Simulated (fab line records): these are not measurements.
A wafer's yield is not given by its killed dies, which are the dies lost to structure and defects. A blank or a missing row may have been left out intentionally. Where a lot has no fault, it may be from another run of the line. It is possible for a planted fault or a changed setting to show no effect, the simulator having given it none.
fab line records + flow sky130
record:
- lots: 6
- wafers: 18
- last-day: 50
route steps=708 shown CAP2M@604
lots that met no fault: from a run of the same line without faults
start-h: start of the lot's first displayed wafer, in hours after the record's first day + wait-h: hours elapsed since this lot's preceding step + " as in the row above + L1.1+2: one row covering several wafers at once + - no value, or no start was given + * or withheld: withheld + < > ~ a bound
route shown NAME@n: NAME is a module with steps in the file, n the number in the route of the first one + usual: mean/standard deviation of fault-free wafers + same: alike in all rows + chamber/n: place in a boat + sites: the reading at each site + _std_site: standard deviation across them + _edge_site: the outer-site mean with the inner-site mean subtracted + radius-mm: for every site, how far away it sits from the centre of the wafer + mask NAME#n: copy n + behind: tool/chamber where the wafer was last shaped + hold: cause of the lot's hold/its duration in hours/its outcome + device: which transistor (n, p or np) failed to switch + end of line: tests run on the same wafers once the route is complete + a step with no rows: only its recipe + killed: dies lost to structure and defects at the first sort, not the wafer's yield + map: a wafer's dies, marking killed ones x, the rest . and places with no die _
set.NAME: the setting that was run; set.NAME@STEP: the one run at that earlier step + model.NAME: the simulator's own value behind a step, which no gauge read
lots at some steps of the route; a table a step, a row a wafer
services: from which hour (start-h, from the record's first day; less than 0 if before it) a tool's chamber was out of use, for how many hours, and why
== steps ==
step: SKY_CAP2M_THK_MEAS_01
recipe:
- reads: SiO2_of_CAP2M_CVD_00
usual:
- CAP2M_CVD_00_THK: 15.56/0.22
| lot.wafer | tool          | chamber | start-h | wait-h | CAP2M_CVD_00_THK[nm] |
|-----------|---------------|---------|---------|--------|----------------------|
| L676.2    | film-metro-01 | -       | 967.07  | -      | 15.36                |
| L676.3    | "             | -       | "       | "      | 15.18                |
| L676.4    | "             | -       | "       | "      | 15.42                |
| L677.1    | film-metro-03 | -       | 976.91  | -      | 15.47                |
| L677.4    | "             | -       | "       | "      | 15.71                |
| L677.6    | "             | -       | "       | "      | 15.59                |
| L687.2    | film-metro-03 | -       | 1051.17 | -      | 15.61                |
| L687.4    | "             | -       | "       | "      | 16.09                |
| L687.6    | "             | -       | "       | "      | 15.87                |
| L688.1    | film-metro-02 | -       | 1067.38 | -      | 15.32                |
| L688.2    | "             | -       | "       | "      | 15.44                |
| L688.3    | "             | -       | "       | "      | 15.29                |
| L691.1    | film-metro-03 | -       | 1069.44 | -      | 15.44                |
| L691.2    | "             | -       | "       | "      | 15.38                |
| L691.5    | "             | -       | "       | "      | 15.71                |
| L694.1    | film-metro-03 | -       | 1088.28 | -      | 15.80                |
| L694.5    | "             | -       | "       | "      | 15.85                |
| L694.6    | "             | -       | "       | "      | 15.97                |
step: SKY_CAP2M_SPUTTER_02
recipe:
- material: TiN
- target-thk-nm: 200
- temp-c: 300
- power-w: 6500
- time-s: 166.7
- chamber-pressure-pa: 0.4
usual:
- throttle-valve-pct: 29.9/0.89
same:
- time-s: 166.7
| lot.wafer | tool           | chamber | start-h | wait-h | throttle-valve-pct |
|-----------|----------------|---------|---------|--------|--------------------|
| L676.2    | pvd-sputter-03 | -       | 967.12  | 0.0    | 30.5               |
| L676.3    | "              | -       | "       | "      | 31.3               |
| L676.4    | "              | -       | "       | "      | 30.4               |
| L677.1    | pvd-sputter-03 | -       | 976.97  | 0.1    | 31.5               |
| L677.4    | "              | -       | "       | "      | 30.2               |
| L677.6    | "              | -       | "       | "      | 30.1               |
| L687.2    | pvd-sputter-02 | -       | 1051.22 | 0.0    | 28.0               |
| L687.4    | "              | -       | "       | "      | 29.5               |
| L687.6    | "              | -       | "       | "      | 28.0               |
| L688.1    | pvd-sputter-01 | -       | 1067.44 | 0.1    | 29.6               |
| L688.2    | "              | -       | "       | "      | 29.5               |
| L688.3    | "              | -       | "       | "      | 30.7               |
| L691.1    | pvd-sputter-01 | -       | 1069.50 | 0.1    | 29.3               |
| L691.2    | "              | -       | "       | "      | 30.6               |
| L691.5    | "              | -       | "       | "      | 28.9               |
| L694.1    | pvd-sputter-02 | -       | 1088.34 | 0.1    | 29.3               |
| L694.5    | "              | -       | "       | "      | 29.2               |
| L694.6    | "              | -       | "       | "      | 28.4               |
step: SKY_CAP2M_RS_MEAS_03
recipe:
- thk-meas-gauge: four-point-probe
- reads: TiN_of_CAP2M_SPUTTER_02
usual:
- CAP2M_TIN_RS: 6.88/0.066
| lot.wafer | tool          | chamber | start-h | wait-h | CAP2M_TIN_RS[ohm/sq] |
|-----------|---------------|---------|---------|--------|----------------------|
| L676.2    | film-metro-03 | -       | 967.25  | 0.1    | 6.85                 |
| L676.3    | "             | -       | "       | "      | 6.86                 |
| L676.4    | "             | -       | "       | "      | 6.92                 |
| L677.1    | film-metro-03 | -       | 977.08  | 0.1    | 6.85                 |
| L677.4    | "             | -       | "       | "      | 6.83                 |
| L677.6    | "             | -       | "       | "      | 6.88                 |
| L687.2    | film-metro-02 | -       | 1051.35 | 0.1    | 6.90                 |
| L687.4    | "             | -       | "       | "      | 6.96                 |
| L687.6    | "             | -       | "       | "      | 6.95                 |
| L688.1    | film-metro-03 | -       | 1067.61 | 0.1    | 6.87                 |
| L688.2    | "             | -       | "       | "      | 6.84                 |
| L688.3    | "             | -       | "       | "      | 6.90                 |
| L691.1    | film-metro-02 | -       | 1069.61 | 0.1    | 6.83                 |
| L691.2    | "             | -       | "       | "      | 6.84                 |
| L691.5    | "             | -       | "       | "      | 6.79                 |
| L694.1    | film-metro-02 | -       | 1088.45 | 0.1    | 6.93                 |
| L694.5    | "             | -       | "       | "      | 6.94                 |
| L694.6    | "             | -       | "       | "      | 6.97                 |
step: SKY_CAP2M_THK_MEAS_04
recipe:
- thk-meas-gauge: xrf
- reads: TiN_of_CAP2M_SPUTTER_02
usual:
- CAP2M_TIN_THK: 205.3/2.2
| lot.wafer | tool          | chamber | start-h | wait-h | CAP2M_TIN_THK[nm] |
|-----------|---------------|---------|---------|--------|-------------------|
| L676.2    | film-metro-03 | -       | 967.36  | 0.1    | 204.3             |
| L676.3    | "             | -       | "       | "      | 204.1             |
| L676.4    | "             | -       | "       | "      | 202.3             |
| L677.1    | film-metro-03 | -       | 977.20  | 0.1    | 204.9             |
| L677.4    | "             | -       | "       | "      | 205.8             |
| L677.6    | "             | -       | "       | "      | 203.3             |
| L687.2    | film-metro-02 | -       | 1051.46 | 0.1    | 205.1             |
| L687.4    | "             | -       | "       | "      | 204.6             |
| L687.6    | "             | -       | "       | "      | 203.8             |
| L688.1    | film-metro-03 | -       | 1067.73 | 0.1    | 205.4             |
| L688.2    | "             | -       | "       | "      | 205.7             |
| L688.3    | "             | -       | "       | "      | 203.8             |
| L691.1    | film-metro-02 | -       | 1069.73 | 0.1    | 207.8             |
| L691.2    | "             | -       | "       | "      | 207.7             |
| L691.5    | "             | -       | "       | "      | 208.4             |
| L694.1    | film-metro-02 | -       | 1088.57 | 0.1    | 203.4             |
| L694.5    | "             | -       | "       | "      | 202.7             |
| L694.6    | "             | -       | "       | "      | 201.7             |
step: SKY_CAP2M_DEHYDRATE_05
recipe:
- temp-c: 200
- time-s: 60
step: SKY_CAP2M_HMDS_06
recipe:
- prime-time-s: 60
- prime-temp-c: 120
step: SKY_CAP2M_COAT_07
recipe:
- resist: NOVOLAK
- spin-rpm: 3000
- resist-thk-nm: 1140
step: SKY_CAP2M_SOFTBAKE_08
recipe:
- temp-c: 90
- time-s: 60
- resist: NOVOLAK
step: SKY_CAP2M_EXPOSE_09
recipe:
- mask-id: CAP2M
- na: 0.6
- source-shape: conventional
- sigma-outer: 0.6
- polarization: unpolarized
- target-cd-nm: 1000
- dose-mj: 159
step: SKY_CAP2M_PEB_10
recipe:
- temp-c: withheld
- time-s: *
- resist: NOVOLAK
step: SKY_CAP2M_DEVELOP_11
recipe:
- resist: NOVOLAK
- developer: TMAH
- develop-time-s: 60
- dev-temp-c: 23
step: SKY_CAP2M_OVL_MEAS_12
usual:
- CAP2M_OVL: -0.4/1.4
| lot.wafer | tool       | chamber | start-h | wait-h | CAP2M_OVL[nm] |
|-----------|------------|---------|---------|--------|---------------|
| L676.2    | overlay-01 | -       | 991.49  | 0.4    | 1.5           |
| L676.3    | "          | -       | "       | "      | 1.0           |
| L676.4    | "          | -       | "       | "      | 2.5           |
| L677.1    | overlay-01 | -       | 999.89  | 0.1    | 0.2           |
| L677.4    | "          | -       | "       | "      | 0.2           |
| L677.6    | "          | -       | "       | "      | -0.6          |
| L687.2    | overlay-01 | -       | 1072.79 | 0.1    | -0.5          |
| L687.4    | "          | -       | "       | "      | -1.3          |
| L687.6    | "          | -       | "       | "      | -1.0          |
| L688.1    | overlay-02 | -       | 1088.35 | 0.1    | -1.6          |
| L688.2    | "          | -       | "       | "      | 0.8           |
| L688.3    | "          | -       | "       | "      | -1.4          |
| L691.1    | overlay-02 | -       | 1090.10 | 0.1    | 0.9           |
| L691.2    | "          | -       | "       | "      | 1.1           |
| L691.5    | "          | -       | "       | "      | -1.0          |
| L694.1    | overlay-01 | -       | 1108.20 | 0.1    | -0.7          |
| L694.5    | "          | -       | "       | "      | -0.2          |
| L694.6    | "          | -       | "       | "      | 0.5           |
step: SKY_CAP2M_METAL_ETCH_13
recipe:
- target-depth-nm: 220
- stop-on: SiO2
- chemistry: Cl2/BCl3
- target: TiN
- pressure-mtorr: 10
- icp-w: 900
- bias-w: 48.5
- Cl2_flow_sccm: 60
- bcl3-flow-sccm: 30
- time-s: 62.9
usual:
- bcl3-flow-sccm: 29.98/0.089
- bias-w: 48.51/0.14
- drypump-motor-current-A: 5.8/0.37
- oes-product-au: 0.944/0.0066
- throttle-valve-pct: 21.900/0.0097
- time-s: 62.9/0
| lot.wafer | tool         | chamber | start-h | wait-h | bcl3-flow-sccm | bias-w | drypump-motor-current-A | oes-product-au | rf-hours-counter-h | throttle-valve-pct | time-s | model.NOVOLAK_of_CAP2M_COAT_07.thk-nm |
|-----------|--------------|---------|---------|--------|----------------|--------|-------------------------|----------------|--------------------|--------------------|--------|---------------------------------------|
| L676.2    | rie-metal-03 | 0       | 991.52  | 0.0    | 29.99          | 48.50  | 5.3                     | 0.944          | 4                  | 21.917             | 62.9   | 992.2                                 |
| L676.3    | "            | 0       | "       | "      | 29.86          | 48.63  | 5.3                     | 0.942          | -                  | 21.913             | 62.9   | 991.9                                 |
| L676.4    | "            | 1       | "       | "      | 30.13          | 48.69  | 6.0                     | 0.941          | -                  | 21.903             | 62.9   | 997.6                                 |
| L677.1    | rie-metal-02 | 0       | 999.92  | 0.0    | 29.99          | 48.35  | 5.6                     | 0.957          | 6                  | 21.901             | 62.9   | 990.5                                 |
| L677.4    | "            | 0       | "       | "      | 30.18          | 48.41  | 5.6                     | 0.947          | -                  | 21.911             | 62.9   | 990.3                                 |
| L677.6    | "            | 1       | "       | "      | 29.95          | 48.46  | 5.7                     | 0.949          | -                  | 21.883             | 62.9   | 988.6                                 |
| L687.2    | rie-metal-02 | 1       | 1072.82 | 0.0    | -              | -      | -                       | -              | -                  | -                  | -      | 1145                                  |
| L687.4    | "            | 0       | "       | "      | -              | -      | -                       | -              | -                  | -                  | -      | 1142                                  |
| L687.6    | "            | 1       | "       | "      | -              | -      | -                       | -              | -                  | -                  | -      | 1142                                  |
| L688.1    | rie-metal-01 | 1       | 1088.38 | 0.0    | -              | -      | -                       | -              | -                  | -                  | -      | 1145                                  |
| L688.2    | "            | 0       | "       | "      | -              | -      | -                       | -              | -                  | -                  | -      | 1142                                  |
| L688.3    | "            | 1       | "       | "      | -              | -      | -                       | -              | -                  | -                  | -      | 1146                                  |
| L691.1    | rie-metal-03 | 0       | 1090.13 | 0.0    | 29.85          | 48.39  | 5.3                     | 0.950          | 11                 | 21.903             | 62.9   | 989.5                                 |
| L691.2    | "            | 1       | "       | "      | 30.07          | 48.45  | 6.0                     | 0.943          | 2                  | 21.890             | 62.9   | 987                                   |
| L691.5    | "            | 0       | "       | "      | 29.86          | 48.51  | 5.3                     | 0.944          | -                  | 21.884             | 62.9   | 989.8                                 |
| L694.1    | rie-metal-01 | 0       | 1108.23 | 0.0    | 29.86          | 48.68  | 6.4                     | 0.931          | 21                 | 21.905             | 62.9   | 994.7                                 |
| L694.5    | "            | 0       | "       | "      | 29.77          | 48.76  | 6.4                     | 0.937          | -                  | 21.896             | 62.9   | 996.2                                 |
| L694.6    | "            | 1       | "       | "      | 30.03          | 48.45  | 5.3                     | 0.935          | -                  | 21.920             | 62.9   | 993.1                                 |
step: SKY_CAP2M_STRIP_14
recipe:
- chemistry: O2/N2
- power-w: 1400
- pressure-mtorr: 1500
- platen-temp-c: withheld
- o2-flow-sccm: 3000
- n2-flow-sccm: 300
- overash-fraction: 0.5
usual:
- drypump-motor-current-A: 5.6/0.58
- o2-flow-sccm: 2999/8.1
- oes-product-au: 0.710/0.0048
- strip-time-to-endpoint-s: 12.65/0.038
| lot.wafer | tool            | chamber | start-h | wait-h | drypump-motor-current-A | o2-flow-sccm | oes-product-au | rf-hours-counter-h | strip-time-to-endpoint-s |
|-----------|-----------------|---------|---------|--------|-------------------------|--------------|----------------|--------------------|--------------------------|
| L676.2    | plasma-asher-02 | 1       | 991.59  | 0.1    | 6.3                     | 2988         | 0.714          | 61                 | 12.62                    |
| L676.3    | "               | 1       | "       | "      | 6.3                     | 2994         | 0.717          | -                  | 12.64                    |
| L676.4    | "               | 0       | "       | "      | 6.4                     | 2990         | 0.717          | -                  | 12.68                    |
| L677.1    | plasma-asher-04 | 0       | 1000.00 | 0.1    | 5.1                     | 3012         | 0.714          | 73                 | 12.62                    |
| L677.4    | "               | 1       | "       | "      | 5.1                     | 2995         | 0.714          | -                  | 12.63                    |
| L677.6    | "               | 0       | "       | "      | 5.1                     | 3009         | 0.709          | -                  | 12.61                    |
| L687.2    | plasma-asher-02 | 1       | 1072.90 | 0.1    | 6.3                     | 3007         | 0.710          | 70                 | 14.24                    |
| L687.4    | "               | 1       | "       | "      | 6.3                     | 2998         | 0.720          | -                  | 14.20                    |
| L687.6    | "               | 1       | "       | "      | 6.3                     | 2996         | 0.717          | -                  | 14.21                    |
| L688.1    | plasma-asher-02 | 1       | 1088.46 | 0.1    | 6.3                     | 2997         | 0.720          | 71                 | 14.25                    |
| L688.2    | "               | 0       | "       | "      | 6.4                     | 2997         | 0.712          | 71                 | 14.20                    |
| L688.3    | "               | 0       | "       | "      | 6.4                     | 2999         | 0.706          | -                  | 14.24                    |
| L691.1    | plasma-asher-02 | 1       | 1090.21 | 0.1    | 6.3                     | 3007         | 0.716          | 72                 | 12.61                    |
| L691.2    | "               | 0       | "       | "      | 6.4                     | 3005         | 0.708          | 72                 | 12.57                    |
| L691.5    | "               | 0       | "       | "      | 6.4                     | 3001         | 0.712          | -                  | 12.61                    |
| L694.1    | plasma-asher-03 | 1       | 1108.31 | 0.1    | 5.8                     | 2997         | 0.707          | 4                  | 12.65                    |
| L694.5    | "               | 0       | "       | "      | 5.0                     | 3009         | 0.706          | -                  | 12.69                    |
| L694.6    | "               | 1       | "       | "      | 5.9                     | 3000         | 0.709          | -                  | 12.66                    |
step: SKY_CAP2M_STRIP_15
recipe:
- chemistry: post-etch-residue-remover
- time-s: 1200
- temp-c: 72.5
== services ==
| tool            | chamber | start-h | hours | kind                   |
|-----------------|---------|---------|-------|------------------------|
| plasma-asher-04 | -       | 944.23  | 0.4   | repair                 |
| rie-metal-01    | 1       | 980.49  | 15.3  | repair                 |
| rie-metal-02    | -       | 980.72  | 14.6  | pm                     |
| rie-metal-03    | 0       | 994.42  | 15.9  | repair                 |
| pvd-sputter-03  | 3       | 996.31  | -     | consumable-replace:kit |
| pvd-sputter-03  | 3       | 996.31  | 18.0  | scheduled-down         |
| pvd-sputter-03  | 3       | 996.31  | 18.0  | vent-cycle             |
| rie-metal-02    | -       | 1000.60 | 0.7   | repair                 |
| pvd-sputter-01  | 1       | 1013.12 | -     | consumable-replace:kit |
| pvd-sputter-01  | 1       | 1013.12 | 18.0  | scheduled-down         |
| pvd-sputter-01  | 1       | 1013.12 | 18.0  | vent-cycle             |
| plasma-asher-02 | -       | 1027.01 | 3.2   | repair                 |
| rie-metal-03    | 1       | 1036.21 | -     | clean                  |
| rie-metal-03    | 1       | 1036.21 | 24.1  | scheduled-down         |
| rie-metal-03    | 1       | 1036.21 | 24.1  | vent-cycle             |
| plasma-asher-03 | -       | 1055.25 | 9.0   | pm                     |
| rie-metal-02    | -       | 1067.36 | 1.4   | pm                     |
| plasma-asher-04 | -       | 1070.27 | 0.7   | repair                 |
| pvd-sputter-02  | 3       | 1074.88 | -     | consumable-replace:kit |
| pvd-sputter-02  | 3       | 1074.88 | 18.0  | scheduled-down         |
| pvd-sputter-02  | 3       | 1074.88 | 18.0  | vent-cycle             |
| pvd-sputter-03  | 2       | 1088.26 | -     | consumable-replace:kit |
| plasma-asher-04 | -       | 1088.34 | 2.3   | repair                 |
| pvd-sputter-03  | -       | 1094.46 | 7.4   | repair                 |
== key ==
first-sign:
- step: SKY_CAP2M_METAL_ETCH_13
- reading: tool-record
- direction: missing
effect:
- step: SKY_CAP2M_STRIP_14
- reading: strip-time-to-endpoint-s
- direction: up
- sigmas: 41
- usual: *
- struck: *
model-effect:
- step: SKY_CAP2M_METAL_ETCH_13
- value: NOVOLAK_of_CAP2M_COAT_07.thk-nm
- without: 995.8
- struck: 1144
met-at SKY_CAP2M_METAL_ETCH_13
struck-wafers L687.2,L687.4,L687.6,L688.1,L688.2,L688.3
later-rows-left-out L687.2,L687.4,L687.6,L688.1,L688.2,L688.3
sort-left-out L687.2,L687.4,L687.6,L688.1,L688.2,L688.3
onset-between 999.92 1072.82
fault:
- kind: skipped-step-whole
- tool: rie-metal-01,rie-metal-02
- chamber: -
- onset-h: 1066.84
- steps: SKY_CAP2M_METAL_ETCH_13
- scope: struck-lots-only
sort-left-out: the simulated sort isn't trusted on such a fault, so these wafers' sort isn't shown, and their yield isn't known
later-rows-left-out: the simulator's readings of these wafers behind a module that went badly wrong aren't trusted and aren't shown, but for the sort
